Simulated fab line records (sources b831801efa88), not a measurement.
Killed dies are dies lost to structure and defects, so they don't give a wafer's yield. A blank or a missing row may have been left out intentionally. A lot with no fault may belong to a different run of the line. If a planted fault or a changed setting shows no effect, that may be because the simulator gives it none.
A struck lot beside a sound one | flow sfq_line | 31 steps out of a route of 325
Sound: these wafers, L729.1, L729.2, L729.3. Wafers struck: L739.1, L739.4, L739.6. The cause is given at the end.
For every step that has rows: the tool of each side, followed by ch and its chambers, followed by its first start. Under that, the readings that differ: sound wafers | struck wafers | difference of the means | sigmas: that difference in standard deviations of wafers without a fault.
alike: readings whose means differ by less than 2 such deviations, and words and numbers that are the same on both sides. not compared: withheld readings, readings that some wafer has no value for, bounds like >300 that may hide the same value, and numbers for which the record gives no deviation and whose values overlap.
A row with sigmas, a row that says differs or no value, or rows on one side alone: a step with any of these is where the two part. Numbers that have no deviation but don't overlap get no sigmas and don't part them. A reading that every wafer of one side lacks parts them only if that side has two wafers or more.

SFQ_INCOMING_BOW_MEAS_900:
  struck on film_metro-02, day 3 12:00; sound on film_metro-02, day 1 10:00
  alike: INCOMING_BOW
then, 1 step without rows for these wafers: SFQ_TRILAYER_INCOMING_OXIDATION_002 (target thk 500 nm, ox time 4939 s).
SFQ_TRILAYER_L0_DEP_SPUTTER_003: material MoNx KI, target thk 40 nm, time 100 s.
  struck on pvd_sputter-06, day 3 14:29; sound on pvd_sputter-06, day 1 12:29
  reading                                                  | sound                | struck               | difference | sigmas
  cathode_dc_power_W (W)                                   | 799.93 799.94 800.00 | 858.10 858.21 858.14 | +58.19     | +99 or more
  model.MoNx_KI_of_TRILAYER_L0_DEP_SPUTTER_003.thk_nm (nm) | 40.54 40.55 40.75    | 43.6 43.31 43.61     | +2.9       |
  alike: base_pressure_pa, throttle_valve_pct
SFQ_L0_RS_MEAS_901: measures by four-point-probe.
  struck on film_metro-02, day 3 14:51; sound on film_metro-04, day 1 12:34
  reading                | sound          | struck         | difference | sigmas
  L0_MONX_KI_RS (ohm/sq) | 42.9 43.0 42.7 | 40.0 40.2 39.9 | -2.8       | -7
  not compared: hold
SFQ_L0_THK_MEAS_902: measures by xrf.
  struck on film_metro-02, day 3 17:23; sound on film_metro-04, day 1 12:41
  reading             | sound          | struck         | difference | sigmas
  L0_MONX_KI_THK (nm) | 41.1 41.0 41.1 | 43.9 43.4 43.7 | +2.6       | +7
  not compared: hold
then, 5 steps without rows for these wafers: SFQ_TRILAYER_L0_LITHO_COAT_005 (resist thk 600 nm); SFQ_TRILAYER_L0_LITHO_SOFTBAKE_009; SFQ_TRILAYER_L0_LITHO_EXPOSE_006 (exposes mask L0, target cd 2000 nm); SFQ_TRILAYER_L0_LITHO_PEB_008 (peb time 60 s); SFQ_TRILAYER_L0_LITHO_DEVELOP_007 (time 60 s).
-- the record jumps here: 3 days lie between the struck wafers' starts before and after --
SFQ_TRILAYER_L0_BARC_OPEN_METAL_ETCH_010: etches BARC in O2, target depth 125 nm, time 41.7 s.
  sound on rie_metal-03 ch 0,1, day 4 01:46; struck on rie_metal-03 ch 0,1, day 6 20:57
  alike: bias_w, chamber_pressure_mTorr, drypump_motor_current_A, oes_product_au
  not compared: rf_hours_counter_h
SFQ_TRILAYER_L0_ETCH_METAL_ETCH_008: etches MoNx KI in SF6/O2, stops on SiO2, target depth 50 nm, time 25 s.
  sound on rie_metal-03 ch 0,1, day 4 01:50; struck on rie_metal-03 ch 0,1, day 6 21:01
  reading               | sound             | struck            | difference | sigmas
  oes_product_au (a.u.) | 0.874 0.883 0.878 | 0.919 0.912 0.921 | +0.039     | +7
  alike: bias_w, chamber_pressure_mTorr, drypump_motor_current_A
  not compared: rf_hours_counter_h
SFQ_TRILAYER_L0_STRIP_STRIP_009: strips in O2.
  sound on rie_metal-03 ch 0,1, day 4 01:52; struck on rie_metal-03 ch 0,1, day 6 21:03
  alike: chamber_pressure_mTorr, drypump_motor_current_A, oes_product_au
  not compared: rf_hours_counter_h
then, 8 steps without rows for these wafers: SFQ_TRILAYER_L0_STRIP_SOLV_CLEAN_010 (cleans in NMP, time 600 s); SFQ_TRILAYER_L0_CAP_PECVD_011 (deposits SiO2 from SiH4/N2O, time 13.333 s, target thk 60 nm); SFQ_TRILAYER_L0_VIA_LITHO_COAT_018 (resist thk 62 nm); SFQ_TRILAYER_L0_VIA_LITHO_COAT_013 (resist thk 650 nm); SFQ_TRILAYER_L0_VIA_LITHO_SOFTBAKE_017; SFQ_TRILAYER_L0_VIA_LITHO_EXPOSE_014 (exposes mask L0V, target cd 700 nm); SFQ_TRILAYER_L0_VIA_LITHO_PEB_016 (peb time 60 s); SFQ_TRILAYER_L0_VIA_LITHO_DEVELOP_015 (time 60 s).
-- the record jumps here: 4 days lie between the struck wafers' starts before and after --
SFQ_L0V_OVL_MEAS_903:
  struck on overlay-02, day 11 03:52; sound on overlay-01, day 7 12:28
  alike: L0V_OVL
SFQ_TRILAYER_L0_VIA_BARC_OPEN_VIA_ETCH_021: etches BARC in O2, target depth 125 nm, time 41.7 s.
  sound on rie_diel-02 ch 1,2,3, day 7 12:31; struck on rie_diel-01 ch 0,1,2, day 11 03:54
  alike: bias_w, chamber_pressure_mTorr, drypump_motor_current_A, oes_product_au
  not compared: rf_hours_counter_h
then, 1 step without rows for these wafers: SFQ_TRILAYER_L0_VIA_ETCH_VIA_ETCH_016 (etches SiO2 in CHF3, stops on MoNx KI, target depth 80 nm).
SFQ_TRILAYER_L0_VIA_STRIP_STRIP_017: strips in O2.
  sound on rie_metal-04 ch 0,1, day 7 12:36; struck on rie_metal-03 ch 0,1, day 11 03:59
  alike: chamber_pressure_mTorr, drypump_motor_current_A, oes_product_au
  not compared: rf_hours_counter_h
then, 2 steps without rows for these wafers: SFQ_TRILAYER_L0_VIA_STRIP_SOLV_CLEAN_018 (cleans in NMP, time 600 s); SFQ_TRILAYER_M0_DEP_PRE_CLEAN_020 (time 15 s).
SFQ_TRILAYER_M0_DEP_SPUTTER_019: material Nb, target thk 200 nm, time 133.3 s.
  struck on pvd_sputter-05, day 11 04:49; sound on pvd_sputter-03, day 7 13:36
  alike: base_pressure_pa, cathode_dc_power_W, throttle_valve_pct
SFQ_M0_RS_MEAS_904: measures by four-point-probe.
  struck on film_metro-04, day 11 04:54; sound on film_metro-01, day 7 13:41
  alike: M0_NB_RS
then, 1 step without rows for these wafers: SFQ_TRILAYER_M0_LITHO_COAT_026 (resist thk 62 nm).
-- the record jumps here: 78 days lie between the struck wafers' starts before and after --
SFQ_M8_BOW_MEAS_951:
  struck on film_metro-01, day 89 09:59; sound on film_metro-02, day 74 03:59
  reading                  | sound             | struck            | difference | sigmas
  model.etest.l0.ohm_sq    | 42.96 42.96 42.75 | 39.95 40.22 39.94 | -2.85      |
  model.etest.l0v.link_ohm | 43.88 43.88 43.67 | 40.87 41.13 40.86 | -2.86      |
  model.etest.l0.ohm_um    | 21.46 21.45 21.36 | 19.97 20.11 19.97 | -1.41      |
  alike: M8_BOW

## WHERE THEY PART
At SFQ_TRILAYER_L0_DEP_SPUTTER_003 first; at SFQ_TRILAYER_L0_ETCH_METAL_ETCH_008 last (within this record only). Later steps at which nothing parts them and some readings are alike: SFQ_TRILAYER_L0_STRIP_STRIP_009, SFQ_L0V_OVL_MEAS_903, SFQ_TRILAYER_L0_VIA_BARC_OPEN_VIA_ETCH_021, SFQ_TRILAYER_L0_VIA_STRIP_STRIP_017, SFQ_TRILAYER_M0_DEP_SPUTTER_019, SFQ_M0_RS_MEAS_904, SFQ_M8_BOW_MEAS_951.

WHY: what the simulator had put in
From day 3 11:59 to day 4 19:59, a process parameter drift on pvd_sputter-06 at SFQ_TRILAYER_L0_DEP_SPUTTER_003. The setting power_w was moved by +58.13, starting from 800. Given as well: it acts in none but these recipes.
